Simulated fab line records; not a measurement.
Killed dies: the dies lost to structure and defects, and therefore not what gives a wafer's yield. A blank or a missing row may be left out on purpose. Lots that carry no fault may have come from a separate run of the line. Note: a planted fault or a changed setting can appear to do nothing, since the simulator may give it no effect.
A struck lot beside a sound one	flow sky130	17 out of 708 route steps
Sound: these wafers, L312.2, L312.3, L312.4. Wafers struck: L322.2, L322.3, L322.5. At the end, the cause is stated.
Each step with rows lists, per side, the tool, then ch with its chambers, then its first start. Under that, the readings that differ: sound wafers	struck wafers	difference of the means	sigmas: that difference in standard deviations of wafers without a fault.
alike: readings whose means differ by less than 2 such deviations, and words and numbers that are the same on both sides. not compared: withheld readings, readings that some wafer has no value for, bounds like >300 that may hide the same value, and numbers for which the record gives no deviation and whose values overlap.
The two part at a step that has a row with sigmas, a row that says differs or no value, or rows on one side only. Numbers that have no deviation but don't overlap get no sigmas and don't part them. Lack of a reading on every wafer of one side parts them only where that side has two or more wafers.

SKY_VT_ADJUST_HVTP_OVL_MEAS_08:
  sound on overlay-02, day 6 03:19; struck on overlay-01, day 8 20:52
  alike: VT_ADJUST_HVTP_OVL
then, 1 step without rows for these wafers: SKY_VT_ADJUST_HVTP_IMPLANT_09.
SKY_VT_ADJUST_HVTP_STRIP_10: strips in O2/N2.
  sound on plasma-asher-04 ch 0,1, day 6 03:29; struck on plasma-asher-03 ch 0,1, day 8 21:02
  alike: drypump-motor-current-A, oes-product-au, strip-time-to-endpoint-s
  not compared: rf-hours-counter-h
SKY_VT_ADJUST_HVTP_TW_MEAS_11:
  sound on film-metro-01, day 6 03:36; struck on film-metro-04, day 8 21:09
  alike: VT_ADJUST_HVTP_TW
then, 7 steps without rows for these wafers: SKY_VT_ADJUST_LVTN_DEHYDRATE_00 (time 60 s); SKY_VT_ADJUST_LVTN_HMDS_01 (prime time 60 s); SKY_VT_ADJUST_LVTN_COAT_02 (resist thk 3000 nm); SKY_VT_ADJUST_LVTN_SOFTBAKE_03; SKY_VT_ADJUST_LVTN_EXPOSE_04 (exposes mask NWM COMPLEMENT LESS NATIVE, target cd 840 nm); SKY_VT_ADJUST_LVTN_PEB_05; SKY_VT_ADJUST_LVTN_DEVELOP_06 (develop time 60 s).
SKY_VT_ADJUST_LVTN_OVL_MEAS_07:
  sound on overlay-01, day 6 22:16; struck on overlay-02, day 9 19:07
  alike: VT_ADJUST_LVTN_OVL
SKY_VT_ADJUST_LVTN_IMPLANT_08:
  sound on implanter-04 ch 0, day 6 22:19; struck on implanter-03 ch 0, day 9 19:11
reading	sound	struck	difference	sigmas
dose-ions-cm2	1.573e+12 1.5683e+12 1.5724e+12	1.0486e+12 1.0512e+12 1.052e+12	-5.2063e+11	-99 or more
faraday-current-uA	8.91 8.78 8.85	6.00 5.90 5.81	-2.94	-18
SKY_VT_ADJUST_LVTN_STRIP_09: strips in O2/N2.
  sound on plasma-asher-01 ch 0,1, day 6 22:27; struck on plasma-asher-02 ch 0,1, day 9 19:18
  alike: drypump-motor-current-A, oes-product-au, strip-time-to-endpoint-s
  not compared: rf-hours-counter-h
SKY_VT_ADJUST_LVTN_TW_MEAS_10:
  sound on film-metro-01, day 6 22:34; struck on film-metro-01, day 9 19:25
reading	sound	struck	difference	sigmas
VT_ADJUST_LVTN_TW	242.2 241.3 241.1	216.4 215.8 215.6	-25.6	-23
then, 1 step without rows for these wafers: SKY_VT_ADJUST_LVTN_DEHYDRATE_11 (time 60 s).
-- here the record skips 38 days between the struck wafers' starts before and after, leaving off in module VT_ADJUST_LVTN and picking up in module PAD_OPEN (first step shown: number 708 of the route) --
SKY_PAD_OPEN_PROBE_99:
  sound on prober-02, day 45 17:26; struck on prober-01, day 48 04:28
reading	sound	struck	difference	sigmas
model.etest.nfet_01v8_lvt.vt-sat-v (V)	0.5433 0.5271 0.5539	0.5207 0.5208 0.5155	-0.0224	
  alike: killed_at_M0_to_M3, killed_at_M4_up, killed-at-contacts, killed-at-front-end, killed-at-other, killed-dies, killed-open, killed-short
  not compared: model.etest.nfet_01v8_lvt.vt-v, model.etest.nfet_01v8_lvt.body-rise-v

== WHERE THEY PART ==
Last at SKY_VT_ADJUST_LVTN_TW_MEAS_10 as far as this record goes, first at SKY_VT_ADJUST_LVTN_IMPLANT_08. Later steps at which nothing parts them and some readings are alike: SKY_PAD_OPEN_PROBE_99.

WHY: what had been put in by the simulator
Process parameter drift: implanter-03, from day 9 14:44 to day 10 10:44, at SKY_VT_ADJUST_LVTN_IMPLANT_08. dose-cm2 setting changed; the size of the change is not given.
